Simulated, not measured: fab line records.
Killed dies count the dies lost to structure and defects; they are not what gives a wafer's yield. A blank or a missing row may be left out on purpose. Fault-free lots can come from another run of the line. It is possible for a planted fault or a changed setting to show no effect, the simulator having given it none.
Which of the tools did it?	flow gf180mcu	39 wafers from 13 lots sampled at 4 of the route's 602 steps

WHAT THE GAUGES SHOWED, per wafer
GF_M1_RS_MEAS_05: measures by four-point-probe.
lot	measured	on	M1_ALCU_RS (ohm/sq)
L968	day 16 07:14	film_metro-02	0.0698 0.0692 0.0699
L969	day 16 17:44	film_metro-03	0.0689 0.0689 0.0693
L971	day 17 08:53	film_metro-01	0.0719 0.0723 0.0718
L974	day 18 17:49	film_metro-02	0.0686 0.0687 0.0689
L975	day 19 07:13	film_metro-03	0.0696 0.0693 0.0693
L976	day 19 12:25	film_metro-02	0.0697 0.0692 0.0694
L977	day 20 02:24	film_metro-02	0.0708 0.0711 0.0702
L978	day 20 07:42	film_metro-02	0.0695 0.0700 0.0693
L979	day 20 14:47	film_metro-01	0.0695 0.0698 0.0700
L981	day 21 06:56	film_metro-02	0.0709 0.0707 0.0709
L988	day 23 19:28	film_metro-02	0.0700 0.0708 0.0712
L989	day 24 08:26	film_metro-02	0.0698 0.0700 0.0691
L990	day 24 09:25	film_metro-02	0.0693 0.0696 0.0695

WHAT TOOL EACH LOT RAN ON (gives the tool, then ch and the chambers of the sampled wafers, and finally the start)
lot	GF_DUAL_GATE_OXIDATION_15	GF_HV_LDD_ETCHBACK_58	GF_M1_SPUTTER_02
L968	furnace-01 ch 0, day 8 11:56	rie_diel-03 ch 0,1, day 12 16:55	pvd_sputter-03, day 16 07:05
L969	furnace-01 ch 0, day 8 21:56	rie_diel-03 ch 0,2, day 13 02:41	pvd_sputter-03, day 16 17:38
L971	furnace-01 ch 0, day 9 09:44	rie_diel-04 ch 0,1,2, day 13 16:38	pvd_sputter-01, day 17 08:47
L974	furnace-02 ch 0, day 10 10:31	rie_diel-03 ch 1,2,3, day 14 21:08	pvd_sputter-01, day 18 17:43
L975	furnace-02 ch 0, day 10 20:20	rie_diel-02 ch 0,1,3, day 15 07:29	pvd_sputter-03, day 19 07:08
L976	furnace-02 ch 0, day 10 22:35	rie_diel-04 ch 0,2, day 15 10:53	pvd_sputter-01, day 19 12:20
L977	furnace-01 ch 0, day 11 09:05	rie_diel-02 ch 0,1, day 16 00:40	pvd_sputter-04, day 20 02:18
L978	furnace-02 ch 0, day 11 13:51	rie_diel-02 ch 0,1,3, day 16 06:26	pvd_sputter-04, day 20 07:35
L979	furnace-02 ch 0, day 11 18:59	rie_diel-03 ch 0,2,3, day 16 11:11	pvd_sputter-01, day 20 14:41
L981	furnace-01 ch 0, day 12 08:27	rie_diel-04 ch 0,2,3, day 17 03:14	pvd_sputter-04, day 21 06:50
L988	furnace-02 ch 0, day 14 15:19	rie_diel-04 ch 0,1,3, day 19 17:56	pvd_sputter-01, day 23 19:23
L989	furnace-01 ch 0, day 14 23:27	rie_diel-04 ch 0,1,3, day 20 07:25	pvd_sputter-01, day 24 08:20
L990	furnace-01 ch 0, day 14 23:27	rie_diel-04 ch 0,2,3, day 20 08:40	pvd_sputter-04, day 24 09:17
- GF_DUAL_GATE_OXIDATION_15: stabilise 600 s, purge 300 s, target thk 7.098 nm.
- GF_HV_LDD_ETCHBACK_58: etches Si3N4 in CH3F/O2, stops on SiO2, time 100 s, target depth 90 nm.
- GF_M1_SPUTTER_02: material AlCu, target thk 450 nm, time 23.9 s.

AS READ BY THE TOOLS THEMSELVES (means over the sampled wafers that have a number; for cases with no such wafer, the mark the record gives instead)
GF_DUAL_GATE_OXIDATION_15.
lot	tool	spike_tc_lower_C (C)	spike_tc_top_C (C)	tube_center_temp_C (C)
L968	furnace-01	849.2	864.2	849.96
L969	furnace-01	848.2	863.2	850.06
L971	furnace-01	849.1	864.2	850.00
L974	furnace-02	852.2	856.2	849.99
L975	furnace-02	851.7	859.0	850.01
L976	furnace-02	851.1	858.6	850.06
L977	furnace-01	849.0	863.3	849.96
L978	furnace-02	851.7	858.2	849.98
L979	furnace-02	851.7	857.9	850.03
L981	furnace-01	849.2	863.3	849.93
L988	furnace-02	850.9	858.2	850.09
L989	furnace-01	848.3	863.9	849.95
L990	furnace-01	848.5	864.9	849.98

GF_HV_LDD_ETCHBACK_58.
lot	tool	bias_w (W)	chamber_pressure_mTorr (mTorr)	drypump_motor_current_A (A)	oes_product_au (a.u.)	throttle_valve_pct (%)
L968	rie_diel-03	80.18	24.985	5.9	0.843	10.573
L969	rie_diel-03	80.05	24.973	5.9	0.847	10.570
L971	rie_diel-04	79.98	24.983	5.9	0.844	10.561
L974	rie_diel-03	80.11	25.010	5.9	0.855	10.559
L975	rie_diel-02	80.00	24.993	5.8	0.850	10.567
L976	rie_diel-04	80.23	24.989	5.7	0.854	10.561
L977	rie_diel-02	80.10	24.986	5.9	0.853	10.557
L978	rie_diel-02	80.17	24.994	5.8	0.840	10.565
L979	rie_diel-03	80.03	25.001	5.8	0.845	10.550
L981	rie_diel-04	80.21	25.006	5.9	0.846	10.572
L988	rie_diel-04	79.87	25.044	6.0	0.842	10.552
L989	rie_diel-04	79.87	25.005	6.1	0.833	10.563
L990	rie_diel-04	80.17	25.013	5.9	0.843	10.557

GF_M1_SPUTTER_02.
lot	tool	throttle_valve_pct (%)
L968	pvd_sputter-03	30.7
L969	pvd_sputter-03	30.6
L971	pvd_sputter-01	30.2
L974	pvd_sputter-01	29.7
L975	pvd_sputter-03	30.7
L976	pvd_sputter-01	30.3
L977	pvd_sputter-04	29.1
L978	pvd_sputter-04	28.8
L979	pvd_sputter-01	30.4
L981	pvd_sputter-04	30.9
L988	pvd_sputter-01	29.8
L989	pvd_sputter-01	30.5
L990	pvd_sputter-04	28.1

THE ANSWER, worked out from the rows above alone
Rule: the usual values come from the lots themselves. Put in order of their means at a reading, lots are off if they are a third of the lots or fewer, leave a main group of 4 or more, and stand apart from it by a gap of 3 or more times the standard deviation of the main group's means; of several such gaps the widest counts. The tables above print the reading to a certain number of digits; a main group whose means all agree to those digits is not used. Also off: a lot with no number at a reading for which 4 or more lots have one. All remaining lots with rows at the step are treated as sound. Order of review: gauges by route order, followed by the tools' own readings, for which a lot's mean as printed above is used. The first step at which some lot is off is used, and at that step the reading that is off furthest; a lot without a number counts as furthest.
No lot is off at any reading shown: from this, nothing can be told.

WHAT WAS PUT IN BY THE SIMULATOR
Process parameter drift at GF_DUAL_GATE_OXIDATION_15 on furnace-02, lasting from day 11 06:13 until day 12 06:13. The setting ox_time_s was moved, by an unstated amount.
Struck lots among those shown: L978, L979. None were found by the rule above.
